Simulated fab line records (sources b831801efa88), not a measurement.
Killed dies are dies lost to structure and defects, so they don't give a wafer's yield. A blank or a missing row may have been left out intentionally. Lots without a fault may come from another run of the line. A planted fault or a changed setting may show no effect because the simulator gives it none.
fab line records ; flow sky130 ; part 2 of 2: steps 32 to 43 of 43
record lots=5; wafers=15; last-day=49
route steps=708 shown POLY_GATE@226 LDD_N@237 LDD_P@255 LDD_HVN@267
lots with no fault: from the same line, run without faults
start-h: the number of hours between the record's first day and the start of the first shown wafer of the lot ; wait-h: hours since the lot's step before ; " same as the row above ; L1.1+2: several wafers, shown together as one row ; - either no value or no given start ; * or withheld: withheld ; < > ~ a bound
route shown NAME@n: names a module that has steps shown in the file, with the first one's number in the route ; usual: average and standard deviation across the fault-free wafers ; same: alike in all rows ; chamber/n: place in a boat ; sites: the reading at each site ; _std_site: standard deviation across them ; _edge_site: mean of outer sites minus mean of inner sites ; radius-mm: how far each site lies from the wafer's centre ; mask NAME#n: copy n ; behind: the tool/chamber that last shaped the wafer ; hold: why the lot went on hold/how many hours it stayed there/how the hold came to an end ; device: which transistor (n, p or np) failed to switch ; end of line: tests of these same wafers at the route's end ; a step with no rows: only its recipe ; killed: dies lost to structure and defects at the first sort, not the wafer's yield ; map: dies across one wafer; x = killed, . = not, _ = none there
set.NAME: the run value of the setting; set.NAME@STEP: its run value at that earlier step ; model.NAME: the simulator's own value behind a step, which no gauge read
certain route steps with their lots: each step a table, each wafer a row
services: from which hour (start-h, from the record's first day; less than 0 if before it) a tool's chamber was out of use, for how many hours, and why
## steps
# step SKY_LDD_P_COAT_02
# recipe resist=NOVOLAK; spin-rpm=3000; resist-thk-nm=1140
lot.wafer;tool;chamber;start-h;wait-h
L075.2+3+6;litho-track-02;0;419.33;0.1
L081.3+5+6;litho-track-01;0;485.79;0.1
L083.4+5+6;litho-track-03;0;499.43;0.1
L086.1+3+6;litho-track-02;0;530.76;0.1
L092.1+2+4;litho-track-02;0;576.06;0.1
# step SKY_LDD_P_SOFTBAKE_03
# recipe temp-c=90; time-s=60; resist=NOVOLAK
lot.wafer;tool;chamber;start-h;wait-h
L075.2+3+6;litho-track-02;0;419.48;0.1
L081.3+5+6;litho-track-01;0;485.94;0.1
L083.4+5+6;litho-track-03;0;499.58;0.1
L086.1+3+6;litho-track-02;0;530.91;0.1
L092.1+2+4;litho-track-02;0;576.21;0.1
# step SKY_LDD_P_EXPOSE_04
# recipe mask-id=PSDM; na=0.6; source-shape=conventional; sigma-outer=0.6; polarization=unpolarized; target-cd-nm=380; dose-mj=138
# usual reticle-temp-C=23.00/0.1
lot.wafer;tool;chamber;start-h;wait-h;mask;reticle-temp-C
L075.2;iline-stepper-01;0;-;-;PSDM#0;22.95
L075.3;iline-stepper-01;0;-;-;PSDM#0;22.98
L075.6;iline-stepper-01;0;-;-;PSDM#0;22.92
L081.3;iline-stepper-01;0;-;-;PSDM#0;22.79
L081.5;iline-stepper-01;0;-;-;PSDM#0;22.89
L081.6;iline-stepper-01;0;-;-;PSDM#0;22.93
L083.4;iline-stepper-02;0;-;-;PSDM#0;22.90
L083.5;iline-stepper-02;0;-;-;PSDM#0;23.01
L083.6;iline-stepper-02;0;-;-;PSDM#0;22.89
L086.1;iline-stepper-02;0;-;-;PSDM#0;22.98
L086.3;iline-stepper-02;0;-;-;PSDM#0;22.99
L086.6;iline-stepper-02;0;-;-;PSDM#0;22.91
L092.1;iline-stepper-02;0;-;-;PSDM#0;23.13
L092.2;iline-stepper-02;0;-;-;PSDM#0;23.02
L092.4;iline-stepper-02;0;-;-;PSDM#0;23.20
# step SKY_LDD_P_PEB_05
# recipe temp-c=withheld; time-s=*; resist=NOVOLAK
lot.wafer;tool;chamber;start-h;wait-h
L075.2+3+6;litho-track-01;0;-;-
L081.3+5+6;litho-track-02;0;-;-
L083.4+5+6;litho-track-02;0;-;-
L086.1+3+6;litho-track-03;0;-;-
L092.1+2+4;litho-track-02;0;-;-
# step SKY_LDD_P_DEVELOP_06
# recipe resist=NOVOLAK; developer=TMAH; develop-time-s=60; dev-temp-c=23
# same develop-time-s=60
lot.wafer;tool;chamber;start-h;wait-h
L075.2+3+6;litho-track-01;0;434.11;0.1
L081.3+5+6;litho-track-02;0;501.31;0.1
L083.4+5+6;litho-track-02;0;515.28;0.1
L086.1+3+6;litho-track-03;0;545.90;0.1
L092.1+2+4;litho-track-02;0;590.56;0.1
# step SKY_LDD_P_CD_MEAS_07
# recipe target-cd-nm=380
# usual cd-nm=380.9/2.5
lot.wafer;tool;chamber;start-h;wait-h;cd-nm
L075.2;cd-sem-02;-;434.26;0.1;385.9
L075.3;cd-sem-02;-;434.26;0.1;388.2
L075.6;cd-sem-02;-;434.26;0.1;384.3
L081.3;cd-sem-01;-;501.45;0.1;378.7
L081.5;cd-sem-01;-;501.45;0.1;378.7
L081.6;cd-sem-01;-;501.45;0.1;378.3
L083.4;cd-sem-02;-;515.42;0.1;377.7
L083.5;cd-sem-02;-;515.42;0.1;376.7
L083.6;cd-sem-02;-;515.42;0.1;378.6
L086.1;cd-sem-01;-;546.05;0.1;384.4
L086.3;cd-sem-01;-;546.05;0.1;381.8
L086.6;cd-sem-01;-;546.05;0.1;384.4
L092.1;cd-sem-02;-;590.71;0.1;381.3
L092.2;cd-sem-02;-;590.71;0.1;381.3
L092.4;cd-sem-02;-;590.71;0.1;380.1
# step SKY_LDD_P_OVL_MEAS_08
# usual LDD_P_OVL=-1.4/1.3
lot.wafer;tool;chamber;start-h;wait-h;LDD_P_OVL[nm]
L075.2;overlay-02;-;434.36;0.1;-3.9
L075.3;overlay-02;-;434.36;0.1;-1.1
L075.6;overlay-02;-;434.36;0.1;-1.3
L081.3;overlay-02;-;501.54;0.1;0.2
L081.5;overlay-02;-;501.54;0.1;-2.5
L081.6;overlay-02;-;501.54;0.1;-0.8
L083.4;overlay-02;-;515.49;0.1;-2.7
L083.5;overlay-02;-;515.49;0.1;-3.8
L083.6;overlay-02;-;515.49;0.1;-0.2
L086.1;overlay-01;-;546.17;0.1;0.0
L086.3;overlay-01;-;546.17;0.1;0.2
L086.6;overlay-01;-;546.17;0.1;-2.8
L092.1;overlay-01;-;590.83;0.1;-2.9
L092.2;overlay-01;-;590.83;0.1;-2.8
L092.4;overlay-01;-;590.83;0.1;-2.1
# step SKY_LDD_P_IMPLANT_09
# recipe species=BF2; energy-kev=25; dose-cm2=1e+13; tilt-deg=withheld
lot.wafer;tool;chamber;start-h;wait-h
L075.2+3+6;implanter-02;0;434.42;0.0
L081.3+5+6;implanter-04;0;501.61;0.1
L083.4+5+6;implanter-04;0;515.66;0.2
L086.1+3+6;implanter-03;0;546.21;0.0
L092.1+2+4;implanter-03;0;590.86;0.0
# step SKY_LDD_P_STRIP_10
# recipe chemistry=O2/N2; power-w=1400; pressure-mtorr=1500; platen-temp-c=withheld; o2-flow-sccm=3000; n2-flow-sccm=300; overash-fraction=0.5
# usual drypump-motor-current-A=5.6/0.49; n2-flow-sccm=300.1/0.8; oes-product-au=0.716/0.0043; strip-time-to-endpoint-s=14.16/0.042
lot.wafer;tool;chamber;start-h;wait-h;drypump-motor-current-A;n2-flow-sccm;oes-product-au;rf-hours-counter-h;strip-time-to-endpoint-s
L075.2;plasma-asher-01;0;434.54;0.1;5.2;301.5;0.719;0;14.15
L075.3;plasma-asher-01;0;434.54;0.1;5.2;299.5;0.721;-;14.12
L075.6;plasma-asher-01;0;434.54;0.1;5.2;300.4;0.720;-;14.15
L081.3;plasma-asher-03;1;501.75;0.1;5.4;301.7;0.720;-;14.19
L081.5;plasma-asher-03;0;501.75;0.1;6.1;300.7;0.718;-;14.18
L081.6;plasma-asher-03;1;501.75;0.1;5.4;300.0;0.716;-;14.21
L083.4;plasma-asher-01;0;515.77;0.1;5.2;300.3;0.723;-;14.15
L083.5;plasma-asher-01;1;515.77;0.1;6.0;300.0;0.713;-;14.19
L083.6;plasma-asher-01;0;515.77;0.1;5.2;300.6;0.708;-;14.13
L086.1;plasma-asher-02;0;546.36;0.1;6.0;299.2;0.714;73;14.15
L086.3;plasma-asher-02;1;546.36;0.1;4.8;298.8;0.718;-;14.16
L086.6;plasma-asher-02;0;546.36;0.1;6.0;299.8;0.716;-;14.18
L092.1;plasma-asher-03;0;591.01;0.1;6.1;299.9;0.713;48;14.19
L092.2;plasma-asher-03;1;591.01;0.1;5.4;298.3;0.711;48;14.22
L092.4;plasma-asher-03;0;591.01;0.1;6.1;300.9;0.718;-;14.22
# step SKY_LDD_P_TW_MEAS_11
# usual LDD_P_TW=631/4.1
lot.wafer;tool;chamber;start-h;wait-h;LDD_P_TW
L075.2;film-metro-04;-;434.65;0.1;624
L075.3;film-metro-04;-;434.65;0.1;626
L075.6;film-metro-04;-;434.65;0.1;628
L081.3;film-metro-03;-;501.83;0.1;633
L081.5;film-metro-03;-;501.83;0.1;630
L081.6;film-metro-03;-;501.83;0.1;630
L083.4;film-metro-03;-;515.87;0.1;638
L083.5;film-metro-03;-;515.87;0.1;633
L083.6;film-metro-03;-;515.87;0.1;632
L086.1;film-metro-01;-;546.46;0.1;634
L086.3;film-metro-01;-;546.46;0.1;632
L086.6;film-metro-01;-;546.46;0.1;633
L092.1;film-metro-01;-;591.11;0.1;629
L092.2;film-metro-01;-;591.11;0.1;631
L092.4;film-metro-01;-;591.11;0.1;628
# step SKY_LDD_HVN_DEHYDRATE_00
# recipe temp-c=200; time-s=60
lot.wafer;tool;chamber;start-h;wait-h
L075.2+3+6;litho-track-03;0;449.53;14.9
L081.3+5+6;litho-track-04;0;516.36;14.5
L083.4+5+6;litho-track-03;0;530.68;14.8
L086.1+3+6;litho-track-02;0;560.71;14.2
L092.1+2+4;litho-track-03;0;604.60;13.5
# step SKY_LDD_HVN_HMDS_01
# recipe prime-time-s=60; prime-temp-c=120
lot.wafer;tool;chamber;start-h;wait-h
L075.2+3+6;litho-track-03;0;449.68;0.1
L081.3+5+6;litho-track-04;0;516.51;0.1
L083.4+5+6;litho-track-03;0;530.83;0.1
L086.1+3+6;litho-track-02;0;560.86;0.1
L092.1+2+4;litho-track-03;0;604.75;0.1
## services
tool;chamber;start-h;hours;kind
rie-diel-02;3;358.24;2.3;repair
iline-stepper-02;-;371.06;4.6;repair
rie-si-02;0;374.30;4.0;repair
implanter-04;-;376.64;4.4;pm
rie-si-02;2;398.25;7.6;repair
furnace-02;-;398.54;3.2;pm
implanter-04;-;405.30;2.9;repair
implanter-04;-;438.80;4.3;repair
iline-stepper-01;-;457.59;1.7;pm
iline-stepper-02;-;460.61;4.4;pm
rie-si-02;2;470.53;5.7;repair
iline-stepper-01;-;474.09;4.4;pm
implanter-01;-;475.20;7.2;repair
rie-diel-02;3;475.83;7.1;repair
rie-diel-02;-;479.04;1.0;repair
furnace-02;-;485.44;2.7;pm
rie-si-02;2;509.77;1.9;repair
rie-diel-03;1;528.37;9.9;repair
iline-stepper-01;-;536.77;8.1;repair
iline-stepper-02;-;539.75;0.7;repair
rie-diel-03;1;545.68;5.7;repair
iline-stepper-02;-;552.63;0.5;repair
implanter-01;-;554.83;2.3;repair
plasma-asher-04;-;568.68;2.8;pm
